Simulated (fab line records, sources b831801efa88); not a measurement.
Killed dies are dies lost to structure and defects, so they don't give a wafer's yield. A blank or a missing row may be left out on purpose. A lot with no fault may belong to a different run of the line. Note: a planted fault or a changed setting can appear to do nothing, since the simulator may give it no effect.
A lot that was struck, set against a sound lot	flow sfq line	14 out of 325 route steps
Sound: the wafers L892.2, L892.3, L892.6. Struck: wafer L899.5. (L899.2 of the same lot was not struck and is left out.) The cause comes at the end.
Order at every step that has rows: each side's tool, ch and its chambers, its first start. Under that, the readings that differ: sound wafers	struck wafers	difference of the means	sigmas: that difference in standard deviations of wafers without a fault.
alike: same words and numbers on both sides, and readings whose means sit less than 2 such deviations apart. not compared: any withheld reading, any reading some wafer has no value for, any bound like >300 that may hide the same value, and any number with overlapping values for which the record gives no deviation.
A row with sigmas, a row that says differs or no value, or rows on one side alone: a step with any of these is where the two part. Numbers that have no deviation but don't overlap get no sigmas and don't part them. Lack of a reading on every wafer of one side parts them only where that side has two or more wafers.

SFQ_TRILAYER_L0_BARC_OPEN_METAL_ETCH_010: etches BARC in O2, target depth 125 nm, time 41.7 s.
  sound on rie metal-01 ch 1, day 4 03:44; struck on rie metal-02 ch 1, day 6 00:59
reading	sound	struck	difference	sigmas
drypump motor current A (A)	5.4 5.4 5.4	6.4	+1.0	+2
run length s (s)	70.5 70.4 70.6	69.6	-0.9	-2
  alike: he backside leak sccm, oes product au
  not compared: rf hours counter h
SFQ_TRILAYER_L0_ETCH_METAL_ETCH_008: etches MoNx KI in SF6/O2, stops on SiO2, target depth 50 nm, time 25 s.
  sound on rie metal-01 ch 1, day 4 03:47; struck on rie metal-02 ch 1, day 6 01:02
reading	sound	struck	difference	sigmas
drypump motor current A (A)	5.4 5.4 5.4	6.5	+1.1	+3
run length s (s)	53.8 53.8 54.6	52.9	-1.2	-3
  alike: he backside leak sccm, oes product au
  not compared: rf hours counter h
SFQ_TRILAYER_L0_STRIP_STRIP_009: strips in O2.
  sound on rie metal-01 ch 1, day 4 03:50; struck on rie metal-02 ch 1, day 6 01:05
reading	sound	struck	difference	sigmas
drypump motor current A (A)	5.4 5.4 5.4	6.5	+1.1	+2
  alike: he backside leak sccm, oes product au
  not compared: rf hours counter h
then, 1 step without rows for these wafers: SFQ_TRILAYER_L0_STRIP_SOLV_CLEAN_010 (cleans in NMP, time 600 s).
SFQ_TRILAYER_L0_CAP_PECVD_011: deposits SiO2 from SiH4/N2O, time 13.333 s, target thk 60 nm.
  sound on pecvd-02 ch 0,1, day 4 04:37; struck on pecvd-02 ch 2, day 6 01:52
reading	sound	struck	difference	sigmas
heater power w (W)	85 98 84	114	+25	+2
  alike: showerhead vpp V, throttle valve pct
then, 6 steps without rows for these wafers: SFQ_TRILAYER_L0_VIA_LITHO_COAT_018 (resist thk 62 nm); SFQ_TRILAYER_L0_VIA_LITHO_COAT_013 (resist thk 650 nm); SFQ_TRILAYER_L0_VIA_LITHO_SOFTBAKE_017; SFQ_TRILAYER_L0_VIA_LITHO_EXPOSE_014 (exposes mask L0V, target cd 700 nm); SFQ_TRILAYER_L0_VIA_LITHO_PEB_016 (peb time 60 s); SFQ_TRILAYER_L0_VIA_LITHO_DEVELOP_015 (time 60 s).
-- the record jumps here: 4 days lie between the struck wafers' starts before and after --
SFQ_L0V_OVL_MEAS_903:
  sound: overlay-02 at day 7 11:47; struck: overlay-02 at day 10 05:04
reading	sound	struck	difference	sigmas
L0V_OVL (nm)	-8 0 -8	8	+13	+3
SFQ_TRILAYER_L0_VIA_BARC_OPEN_VIA_ETCH_021: etches BARC in O2, target depth 125 nm, time 41.7 s.
  sound on rie diel-02 ch 0,1, day 7 11:49; struck on rie diel-01 ch 3, day 10 05:05
reading	sound	struck	difference	sigmas
oes product au (a.u.)	0.679 0.687 0.683	0.668	-0.015	-3
run length s (s)	70.3 69.6 70.6	72.0	+1.8	+5
  alike: drypump motor current A
  not compared: rf hours counter h
SFQ_TRILAYER_L0_VIA_ETCH_VIA_ETCH_016: etches SiO2 in CHF3, stops on MoNx KI, target depth 80 nm.
  sound on rie diel-02 ch 0,1, day 7 11:52; struck on rie diel-01 ch 3, day 10 05:08
reading	sound	struck	difference	sigmas
oes product au (a.u.)	0.822 0.820 0.841	0.847	+0.019	+2
  alike: drypump motor current A

## WHERE THEY PART
Last at SFQ_TRILAYER_L0_VIA_ETCH_VIA_ETCH_016 as far as this record goes, first at SFQ_TRILAYER_L0_BARC_OPEN_METAL_ETCH_010.

WHY: whatever the simulator had introduced
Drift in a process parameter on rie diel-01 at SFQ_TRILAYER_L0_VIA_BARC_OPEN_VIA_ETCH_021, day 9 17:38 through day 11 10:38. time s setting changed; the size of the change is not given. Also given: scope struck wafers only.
